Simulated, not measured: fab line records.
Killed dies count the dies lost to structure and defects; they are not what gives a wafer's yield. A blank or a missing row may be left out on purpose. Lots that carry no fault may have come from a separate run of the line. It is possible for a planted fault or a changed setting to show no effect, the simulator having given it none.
fab line records	flow gf180mcu
record lots=14	wafers=42	last_day=34
route steps=602 shown MIM@504 M5@533 PASSIVATION@598
lots untouched by any fault: they come from a run of this same line in which no faults occurred
start_h: the number of hours between the record's first day and the start of the first shown wafer of the lot	wait_h: hours elapsed since this lot's preceding step	" unchanged from the row above	L1.1+2: several wafers, shown together as one row	- either no value or no given start	* or withheld: withheld	< > ~ a bound
route shown NAME@n: a module of which the file shows steps, and the number in the route of the first	usual: mean/standard deviation of fault-free wafers	same: alike in all rows	chamber/n: place in a boat	sites: each site's reading	_std_site: standard deviation of those values	_edge_site: outer sites' mean less inner sites'	radius_mm: how far each site lies from the wafer's centre	mask NAME#n: copy n	behind: the tool/chamber that last shaped the wafer	hold: what put the lot on hold/how long, in hours/how the hold closed	device: names the non-switching transistor (n, p or np)	end of line: the tests these same wafers got at the end of their route	a step with no rows: only its recipe	killed: at the first sort, the dies lost to defects and structure; wafer yield is something else	map: per-die view of a wafer (x killed, . not killed, _ where there is no die)
set.NAME: the setting that was run; set.NAME@STEP: the one run at that earlier step	model.NAME: the simulator's own value behind a step, which no gauge read
a sample of lots followed through the steps of the route, with each step as a table and each wafer as a row
services: from which hour (start_h, from the record's first day; less than 0 if before it) a tool's chamber was out of use, for how many hours, and why
## steps
# step GF_MIM_SPUTTER_01
# recipe material=TiN	target_thk_nm=30	power_w=6500	time_s=25	chamber_pressure_pa=0.4
# usual cathode_dc_power_W=6500.1/1.2	throttle_valve_pct=30.4/1.3
lot.wafer	tool	chamber	start_h	wait_h	cathode_dc_power_W	throttle_valve_pct
L626.2	pvd_sputter-01	-	564.27	0.1	6501.2	30.1
L626.4	"	-	"	"	6499.8	30.6
L626.6	"	-	"	"	6498.7	30.3
L627.2	pvd_sputter-02	-	576.84	0.1	6498.8	31.0
L627.5	"	-	"	"	6499.7	30.2
L627.6	"	-	"	"	6499.8	31.3
L628.2	pvd_sputter-03	-	586.26	0.1	6501.0	30.1
L628.3	"	-	"	"	6498.0	29.3
L628.5	"	-	"	"	6499.4	29.3
L629.3	pvd_sputter-01	-	596.68	0.1	6501.1	30.7
L629.5	"	-	"	"	6501.9	30.6
L629.6	"	-	"	"	6501.6	30.2
L630.2	pvd_sputter-03	-	608.82	0.1	6500.7	29.3
L630.3	"	-	"	"	6501.9	28.9
L630.5	"	-	"	"	6500.8	30.9
L631.1	pvd_sputter-02	-	613.92	0.1	6500.6	31.3
L631.5	"	-	"	"	6501.2	30.0
L631.6	"	-	"	"	6499.2	28.9
L633.1	pvd_sputter-02	-	625.76	0.1	6497.7	30.2
L633.4	"	-	"	"	6498.8	33.1
L633.6	"	-	"	"	6500.3	33.1
L634.2	pvd_sputter-01	-	638.46	0.1	6501.9	30.0
L634.4	"	-	"	"	6498.9	30.5
L634.5	"	-	"	"	6498.6	30.3
L636.1	pvd_sputter-03	-	649.79	0.1	6500.2	28.9
L636.2	"	-	"	"	6498.0	30.3
L636.3	"	-	"	"	6498.7	29.2
L642.2	pvd_sputter-02	-	692.93	0.1	6499.5	30.9
L642.3	"	-	"	"	6501.1	33.0
L642.6	"	-	"	"	6500.3	31.1
L643.1	pvd_sputter-02	-	698.97	0.1	6503.0	30.1
L643.2	"	-	"	"	6500.1	33.0
L643.4	"	-	"	"	6501.8	31.1
L646.4	pvd_sputter-02	-	714.95	0.1	6499.5	31.2
L646.5	"	-	"	"	6501.3	28.9
L646.6	"	-	"	"	6501.1	30.2
L648.1	pvd_sputter-01	-	730.57	0.1	6499.2	30.6
L648.3	"	-	"	"	6501.6	30.2
L648.6	"	-	"	"	6500.5	30.2
L649.1	pvd_sputter-03	-	737.26	0.1	6501.4	29.3
L649.2	"	-	"	"	6500.3	30.5
L649.4	"	-	"	"	6500.3	30.1
# step GF_MIM_SPUTTER_07
# recipe material=TiN	target_thk_nm=60	power_w=6500	time_s=50	chamber_pressure_pa=0.4
# usual cathode_dc_power_W=6500.0/1.1	throttle_valve_pct=30.4/0.98
lot.wafer	tool	chamber	start_h	wait_h	cathode_dc_power_W	throttle_valve_pct
L626.2	pvd_sputter-03	-	564.48	0.0	6500.8	29.3
L626.4	"	-	"	"	6501.8	29.9
L626.6	"	-	"	"	6498.7	30.8
L627.2	pvd_sputter-01	-	577.05	0.0	6500.1	30.2
L627.5	"	-	"	"	6499.2	30.2
L627.6	"	-	"	"	6502.1	30.4
L628.2	pvd_sputter-01	-	586.47	0.0	6500.9	30.4
L628.3	"	-	"	"	6499.8	30.3
L628.5	"	-	"	"	6499.6	30.2
L629.3	pvd_sputter-03	-	596.89	0.0	6501.1	29.5
L629.5	"	-	"	"	6498.9	30.8
L629.6	"	-	"	"	6500.1	30.3
L630.2	pvd_sputter-01	-	609.04	0.0	6501.2	30.7
L630.3	"	-	"	"	6500.1	30.3
L630.5	"	-	"	"	6499.4	30.1
L631.1	pvd_sputter-03	-	614.15	0.1	6499.9	28.9
L631.5	"	-	"	"	6501.1	28.7
L631.6	"	-	"	"	6502.7	29.5
L633.1	pvd_sputter-01	-	625.97	0.1	6498.6	30.3
L633.4	"	-	"	"	6499.1	30.6
L633.6	"	-	"	"	6499.3	30.4
L634.2	pvd_sputter-02	-	638.67	0.0	6498.3	33.2
L634.4	"	-	"	"	6500.1	30.6
L634.5	"	-	"	"	6499.7	29.0
L636.1	pvd_sputter-02	-	650.00	0.1	6497.4	30.0
L636.2	"	-	"	"	6498.6	33.1
L636.3	"	-	"	"	6500.9	28.9
L642.2	pvd_sputter-03	-	693.14	0.0	6499.9	29.0
L642.3	"	-	"	"	6499.3	29.2
L642.6	"	-	"	"	6502.6	29.0
L643.1	pvd_sputter-01	-	699.18	0.1	6501.4	30.9
L643.2	"	-	"	"	6501.3	30.7
L643.4	"	-	"	"	6500.3	30.4
L646.4	pvd_sputter-03	-	715.16	0.0	6500.6	28.8
L646.5	"	-	"	"	6500.5	30.4
L646.6	"	-	"	"	6501.0	31.1
L648.1	pvd_sputter-02	-	730.78	0.1	6500.3	33.0
L648.3	"	-	"	"	6499.2	29.0
L648.6	"	-	"	"	6500.2	30.9
L649.1	pvd_sputter-02	-	737.47	0.1	6498.6	31.3
L649.2	"	-	"	"	6498.4	33.3
L649.4	"	-	"	"	6499.8	33.1
# step GF_M5_CD_MEAS_07
# recipe target_cd_nm=280
# usual cd_nm=279.9/1.2
lot.wafer	tool	chamber	start_h	wait_h	cd_nm
L626.2	cd_sem-02	-	607.89	0.1	278.2
L626.4	"	-	"	"	279.1
L626.6	"	-	"	"	280.3
L627.2	cd_sem-02	-	620.34	0.1	280.0
L627.5	"	-	"	"	280.4
L627.6	"	-	"	"	281.1
L628.2	cd_sem-01	-	628.58	0.1	282.4
L628.3	"	-	"	"	281.1
L628.5	"	-	"	"	281.3
L629.3	cd_sem-01	-	638.30	0.1	280.2
L629.5	"	-	"	"	278.7
L629.6	"	-	"	"	279.7
L630.2	cd_sem-02	-	650.78	0.1	278.5
L630.3	"	-	"	"	279.5
L630.5	"	-	"	"	280.4
L631.1	cd_sem-02	-	655.35	0.1	280.3
L631.5	"	-	"	"	280.9
L631.6	"	-	"	"	279.9
L633.1	cd_sem-02	-	666.21	0.1	280.4
L633.4	"	-	"	"	280.2
L633.6	"	-	"	"	280.1
L634.2	cd_sem-01	-	678.33	0.1	279.7
L634.4	"	-	"	"	279.2
L634.5	"	-	"	"	281.0
L636.1	cd_sem-01	-	690.11	0.1	278.3
L636.2	"	-	"	"	279.7
L636.3	"	-	"	"	279.2
L642.2	cd_sem-02	-	730.23	0.1	280.1
L642.3	"	-	"	"	280.8
L642.6	"	-	"	"	281.2
L643.1	cd_sem-02	-	735.16	0.1	281.2
L643.2	"	-	"	"	280.6
L643.4	"	-	"	"	280.7
L646.4	cd_sem-02	-	750.35	0.1	279.0
L646.5	"	-	"	"	278.4
L646.6	"	-	"	"	277.8
L648.1	cd_sem-01	-	765.39	0.1	279.9
L648.3	"	-	"	"	279.7
L648.6	"	-	"	"	279.7
L649.1	cd_sem-01	-	771.81	0.1	280.6
L649.2	"	-	"	"	280.7
L649.4	"	-	"	"	281.4
# step GF_PASSIVATION_ETCH_11
# recipe chemistry=CF4/O2	target_depth_nm=1800	stop_on=TiN	source_w=800	bias_w=150	pressure_mtorr=150	cf4_flow_sccm=80	O2_flow_sccm=10	time_s=400
# usual cf4_flow_sccm=80.03/0.24	chamber_pressure_mTorr=150.00/0.13	drypump_motor_current_A=5.5/0.54	oes_product_au=0.964/0.0078	rf_fwd_power_W=799.0/2.5	throttle_valve_pct=5.960/0.0099
lot.wafer	tool	chamber	start_h	wait_h	cf4_flow_sccm	chamber_pressure_mTorr	drypump_motor_current_A	oes_product_au	rf_fwd_power_W	rf_hours_counter_h	throttle_valve_pct
L626.2	rie_diel-03	3	672.74	-	80.28	149.83	5.7	0.949	802.9	8	5.954
L626.4	"	0	"	"	79.81	150.08	5.8	0.966	797.4	1	5.952
L626.6	"	2	"	"	80.11	150.15	5.5	0.962	798.4	-	5.943
L627.2	rie_diel-03	0	684.49	-	80.35	150.10	5.8	0.966	801.1	2	5.958
L627.5	"	1	"	"	79.50	149.97	6.5	0.961	799.2	-	5.962
L627.6	"	0	"	"	79.97	150.14	5.8	0.968	798.3	-	5.957
L628.2	rie_diel-02	0	692.01	-	79.65	149.95	5.5	0.963	802.1	30	5.952
L628.3	"	3	"	"	79.93	150.14	4.7	0.956	795.4	2	5.969
L628.5	"	0	"	"	79.74	149.84	5.5	0.973	798.8	-	5.971
L629.3	rie_diel-02	1	700.41	-	80.18	149.86	5.0	0.969	799.4	13	5.964
L629.5	"	3	"	"	80.30	150.13	4.7	0.975	797.2	-	5.961
L629.6	"	0	"	"	80.18	150.01	5.6	0.972	800.5	-	5.968
L630.2	rie_diel-03	0	712.39	-	79.88	150.05	5.8	0.958	799.6	3	5.950
L630.3	"	3	"	"	79.81	149.84	5.7	0.972	800.5	10	5.986
L630.5	"	0	"	"	80.00	150.13	5.8	0.971	800.0	-	5.963
L631.1	rie_diel-02	0	715.66	-	80.46	149.92	5.5	0.964	800.9	32	5.965
L631.5	"	3	"	"	80.11	149.99	4.7	0.964	804.0	-	5.975
L631.6	"	2	"	"	79.90	149.96	5.1	0.969	799.3	-	5.961
L633.1	rie_diel-02	3	726.54	-	79.89	150.13	4.7	0.956	799.0	5	5.966
L633.4	"	1	"	"	79.91	149.79	5.0	0.963	795.6	-	5.948
L633.6	"	0	"	"	80.09	149.88	5.6	0.971	803.8	-	5.971
L634.2	rie_diel-02	1	738.26	-	80.06	150.26	5.0	0.960	798.8	15	5.962
L634.4	"	1	"	"	79.82	150.15	5.0	0.964	799.2	-	5.953
L634.5	"	3	"	"	80.12	150.11	4.7	0.959	799.0	-	5.972
L636.1	rie_diel-03	3	747.66	-	79.92	150.19	5.7	0.963	802.1	11	5.959
L636.2	"	1	"	"	80.10	150.16	6.5	0.960	799.1	9	5.958
L636.3	"	2	"	"	80.07	149.94	5.5	0.958	797.6	17	5.947
L642.2	rie_diel-02	0	783.76	-	79.77	150.21	5.6	0.893	798.2	36	5.933
L642.3	"	2	"	"	80.06	150.01	5.1	0.952	800.8	2	5.964
L642.6	"	2	"	"	79.84	150.17	5.1	0.967	799.5	-	5.967
L643.1	rie_diel-02	0	789.36	-	80.26	150.07	5.5	0.899	796.2	36	5.942
L643.2	"	3	"	"	79.94	150.03	4.7	0.951	800.2	7	5.956
L643.4	"	2	"	"	80.34	150.07	5.1	0.952	803.2	3	5.965
L646.4	rie_diel-03	0	802.16	-	80.40	150.05	5.8	0.970	795.0	7	5.971
L646.5	"	2	"	"	80.01	149.86	5.5	0.958	797.9	-	5.975
L646.6	"	1	"	"	80.22	149.87	6.5	0.970	798.9	-	5.957
L648.1	rie_diel-03	2	815.91	-	79.87	149.82	5.6	0.968	792.5	20	5.968
L648.3	"	0	"	"	80.58	150.12	5.8	0.972	794.6	8	5.946
L648.6	"	2	"	"	79.79	149.95	5.5	0.976	796.7	-	5.969
L649.1	rie_diel-01	0	823.01	-	79.95	150.00	6.5	0.961	797.1	20	5.953
L649.2	"	3	"	"	80.01	149.88	5.5	0.959	799.5	19	5.956
L649.4	"	1	"	"	80.12	150.05	5.3	0.969	792.3	16	5.966
# step GF_PASSIVATION_STRIP_12
# recipe chemistry=O2/N2	power_w=1400	pressure_mtorr=1500	platen_temp_c=250	o2_flow_sccm=3000	n2_flow_sccm=300	overash_fraction=0.5
# usual chamber_pressure_mTorr=1500.1/1.3	drypump_motor_current_A=5.7/0.61	heater_power_w=333/21	oes_product_au=0.719/0.0047	strip_time_to_endpoint_s=34.73/0.3
lot.wafer	tool	chamber	start_h	wait_h	chamber_pressure_mTorr	drypump_motor_current_A	heater_power_w	oes_product_au	rf_hours_counter_h	strip_time_to_endpoint_s
L626.2	plasma_asher-04	1	672.98	0.1	1501.6	6.6	353	0.723	29	34.41
L626.4	"	0	"	"	1502.1	5.1	305	0.720	-	34.40
L626.6	"	1	"	"	1502.3	6.6	356	0.719	-	34.20
L627.2	plasma_asher-01	0	684.73	0.1	1501.2	5.2	323	0.720	54	34.82
L627.5	"	0	"	"	1499.8	5.2	324	0.714	-	34.76
L627.6	"	1	"	"	1499.9	5.2	324	0.721	-	34.86
L628.2	plasma_asher-04	0	692.25	0.1	1500.0	5.1	307	0.720	31	34.84
L628.3	"	1	"	"	1499.5	6.6	355	0.721	-	34.78
L628.5	"	1	"	"	1499.0	6.6	355	0.718	-	34.69
L629.3	plasma_asher-04	0	700.69	0.2	1498.8	5.1	318	0.709	-	34.67
L629.5	"	0	"	"	1499.7	5.1	311	0.711	-	34.48
L629.6	"	1	"	"	1499.7	6.6	361	0.720	-	34.64
L630.2	plasma_asher-01	0	712.63	0.1	1500.2	5.2	321	0.723	57	35.02
L630.3	"	0	"	"	1499.0	5.2	321	0.723	-	34.99
L630.5	"	0	"	"	1499.8	5.2	321	0.715	-	35.09
L631.1	plasma_asher-04	0	715.90	0.1	1498.8	5.1	315	0.712	34	35.18
L631.5	"	0	"	"	1499.9	5.1	320	0.723	-	35.11
L631.6	"	1	"	"	1501.2	6.6	351	0.713	-	35.30
L633.1	plasma_asher-04	0	726.78	0.1	1502.2	5.1	319	0.728	35	34.80
L633.4	"	1	"	"	1500.3	6.6	359	0.732	-	35.04
L633.6	"	1	"	"	1499.8	6.6	349	0.724	-	35.08
L634.2	plasma_asher-01	1	738.50	0.1	1499.1	5.3	316	0.722	59	34.87
L634.4	"	1	"	"	1502.1	5.3	327	0.715	-	34.75
L634.5	"	1	"	"	1500.9	5.3	320	0.712	-	35.05
L636.1	plasma_asher-02	1	747.90	0.1	1501.5	6.0	341	0.716	95	34.65
L636.2	"	0	"	"	1498.1	6.2	376	0.721	95	34.89
L636.3	"	0	"	"	1499.9	6.2	378	0.719	-	34.43
L642.2	plasma_asher-04	0	784.00	0.1	1497.6	5.1	320	0.722	41	37.43
L642.3	"	0	"	"	1500.5	5.1	307	0.710	-	34.87
L642.6	"	1	"	"	1498.7	6.6	355	0.723	-	34.80
L643.1	plasma_asher-04	0	789.60	0.1	1502.4	5.1	311	0.724	41	37.19
L643.2	"	1	"	"	1500.0	6.6	356	0.714	41	34.92
L643.4	"	1	"	"	1501.6	6.6	355	0.717	-	34.38
L646.4	plasma_asher-04	1	802.43	0.2	1502.1	6.6	366	0.716	-	34.71
L646.5	"	1	"	"	1500.2	6.6	359	0.725	-	34.19
L646.6	"	0	"	"	1501.1	5.1	311	0.716	-	34.49
L648.1	plasma_asher-04	1	816.15	0.1	1499.9	6.6	358	0.716	44	34.62
L648.3	"	0	"	"	1500.0	5.1	316	0.723	-	34.89
L648.6	"	0	"	"	1501.6	5.1	308	0.715	-	34.53
L649.1	plasma_asher-04	0	823.25	0.1	1498.9	5.1	323	0.720	44	34.72
L649.2	"	1	"	"	1499.2	6.6	357	0.715	44	34.39
L649.4	"	1	"	"	1499.4	6.6	356	0.713	-	35.07
## services
tool	chamber	start_h	hours	kind
plasma_asher-02	-	548.04	0.4	repair
rie_diel-01	-	548.35	2.8	pm
rie_diel-03	0	568.71	9.6	repair
pvd_sputter-02	-	586.35	5.3	repair
rie_diel-03	1	586.75	2.4	repair
rie_diel-02	2	594.37	5.1	repair
plasma_asher-02	-	598.81	45.5	repair
pvd_sputter-01	-	609.38	2.2	repair
rie_diel-03	2	638.63	7.0	repair
plasma_asher-01	-	651.88	5.2	repair
rie_diel-02	3	652.02	2.3	repair
rie_diel-02	2	658.72	46.2	repair
pvd_sputter-02	-	672.76	5.2	repair
pvd_sputter-01	-	691.19	4.7	repair
plasma_asher-01	-	692.85	2.1	repair
pvd_sputter-03	-	693.65	13.4	repair
plasma_asher-04	-	730.99	0.6	repair
rie_diel-03	1	738.27	8.7	repair
rie_diel-02	-	745.96	0.9	repair
plasma_asher-04	-	764.89	5.7	repair
rie_diel-02	1	768.10	8.6	repair
rie_diel-02	3	771.00	12.1	repair
plasma_asher-01	-	793.33	1.7	repair
plasma_asher-04	-	796.89	1.6	repair
## key
first_sign step=GF_PASSIVATION_ETCH_11	reading=oes_product_au	direction=down	sigmas=8.7	usual=0.964	struck=0.896
effect step=GF_PASSIVATION_STRIP_12	reading=strip_time_to_endpoint_s	direction=up	sigmas=8.7	usual=*	struck=*
met_at GF_PASSIVATION_ETCH_11
struck_lots L642,L643
struck_wafers L642.2,L643.1
later_rows_left_out L642.2,L643.1
sort_left_out L642.2,L643.1
not_acting_at GF_MIM_SPUTTER_01,GF_MIM_SPUTTER_07,GF_M5_CD_MEAS_07
onset_between 726.54 783.76
fault kind=process_parameter_drift	tool=rie_diel-02	chamber=0	onset_h=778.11	steps=GF_PASSIVATION_ETCH_11	channel=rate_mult	offset=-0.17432	shape=step	end_h=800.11
# sort_left_out: the simulated sort isn't trusted on such a fault, so these wafers' sort isn't shown, and their yield isn't known
# later_rows_left_out: the simulator's readings of these wafers behind a module that went badly wrong aren't trusted and aren't shown, but for the sort
